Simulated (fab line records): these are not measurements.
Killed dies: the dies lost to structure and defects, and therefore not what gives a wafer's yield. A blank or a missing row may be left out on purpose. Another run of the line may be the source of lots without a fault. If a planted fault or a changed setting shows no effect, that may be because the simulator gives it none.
Comparing a struck lot with a sound one	flow sky130	16 steps out of a route of 708
Sound: the wafers L381.4, L381.5, L381.6. Struck: wafers L397.3, L397.4. (L397.6 of the same lot was not struck and is left out.) The cause comes at the end.
Each step with rows lists, per side, the tool, then ch with its chambers, then its first start. Under that, the readings that differ: sound wafers	struck wafers	difference of the means	sigmas: that difference in standard deviations of wafers without a fault.
alike: words and numbers the same on both sides, and readings whose means are apart by under 2 such deviations; not compared: readings that were withheld, readings missing a value for some wafer, numbers with overlapping values and no deviation given by the record, and bounds like >300 which may hide the same value.
Wherever a step has rows on one side only, a row that says differs or no value, or a row with sigmas, the two part there. When numbers do not overlap yet have no deviation, they are printed without sigmas and do not part them. A reading missing from all wafers of one side parts the sides only when that side holds two or more wafers.

first, 3 steps without rows for these wafers: SKY_METAL2_EXPOSE_12 (exposes mask MM2, target cd 140 nm); SKY_METAL2_PEB_13; SKY_METAL2_DEVELOP_14 (develop time 60 s).
SKY_METAL2_CD_MEAS_15: the cd target is 140 nm.
  struck on cdSem-01, day 40 09:01; sound on cdSem-01, day 35 14:44
  alike: cdNm
SKY_METAL2_OVL_MEAS_16:
  struck on overlay-01, day 40 09:07; sound on overlay-02, day 35 14:49
  alike: METAL2_OVL
SKY_METAL2_DESCUM_17: chemistry O2, time 8 s.
  sound on rieMetal-02 ch 0,1, day 35 14:50; struck on rieMetal-02 ch 0,1, day 40 09:09
  alike: drypumpMotorCurrentA, oesProductAu
  not compared: rfHoursCounterH
SKY_METAL2_ETCH_18: etches BARC in N2/H2, stops on SiO2, time 45.9 s, target depth 60 nm.
  sound on rieMetal-02 ch 0,1, day 35 14:53; struck on rieMetal-02 ch 0,1, day 40 09:11
  alike: drypumpMotorCurrentA, n2FlowSccm, oesProductAu, throttleValvePct
  not compared: rfHoursCounterH
SKY_METAL2_METAL_ETCH_19: etches the open film in Cl2/BCl3, stops on SiO2, target depth 360 nm, time 78 s.
  sound on rieMetal-02 ch 0,1, day 35 14:57; struck on rieMetal-02 ch 0,1, day 40 09:16
  alike: drypumpMotorCurrentA, oesProductAu, throttleValvePct
  not compared: rfHoursCounterH
SKY_METAL2_STRIP_20: strips in O2/N2.
  sound on plasmaAsher-01 ch 0,1, day 35 15:03; struck on plasmaAsher-04 ch 0,1, day 40 09:22
  alike: drypumpMotorCurrentA, n2FlowSccm, oesProductAu, stripTimeToEndpointS
  not compared: rfHoursCounterH
then, 3 steps without rows for these wafers: SKY_METAL2_STRIP_21 (strips in post etch residue remover, time 1200 s); SKY_METAL2_CLEAN_22 (cleans in IPA, time 180 s); SKY_METAL2_CLEAN_23 (cleans in O3/DIW).
SKY_VIA2_HDPCVD_00: deposits SiO2, target thk 1180 nm, time 196.7 s.
  sound on hdpcvd-01 ch 0,1,2, day 35 15:41; struck on hdpcvd-01 ch 1,2, day 40 09:55
reading	sound	struck	difference	sigmas
model.SiO2_of_VIA2_HDPCVD_00.thkNm (nm)	1161 1159 1166	1893 1901	+735	
SKY_VIA2_THK_MEAS_01:
  struck on filmMetro-04, day 40 10:04; sound on filmMetro-04, day 35 15:46
reading	sound	struck	difference	sigmas
VIA2_HDPCVD_THK (nm)	1161 1160 1166	1893 1899	+734	+67
SKY_VIA2_CMP_02: polishes SiO2.
  sound on cmp-01 ch 0,1,2, day 35 15:57; struck on cmp-02 ch 0,3, day 40 10:09
  alike: motorCurrentA
SKY_PAD_OPEN_PROBE_99:
  the record holds rows for the sound wafers here (prober-02, day 46 03:12) but none for the struck ones

WHERE THEY PART
Last at SKY_PAD_OPEN_PROBE_99 as far as this record goes, first at SKY_VIA2_THK_MEAS_01.

WHY: what the simulator had put in
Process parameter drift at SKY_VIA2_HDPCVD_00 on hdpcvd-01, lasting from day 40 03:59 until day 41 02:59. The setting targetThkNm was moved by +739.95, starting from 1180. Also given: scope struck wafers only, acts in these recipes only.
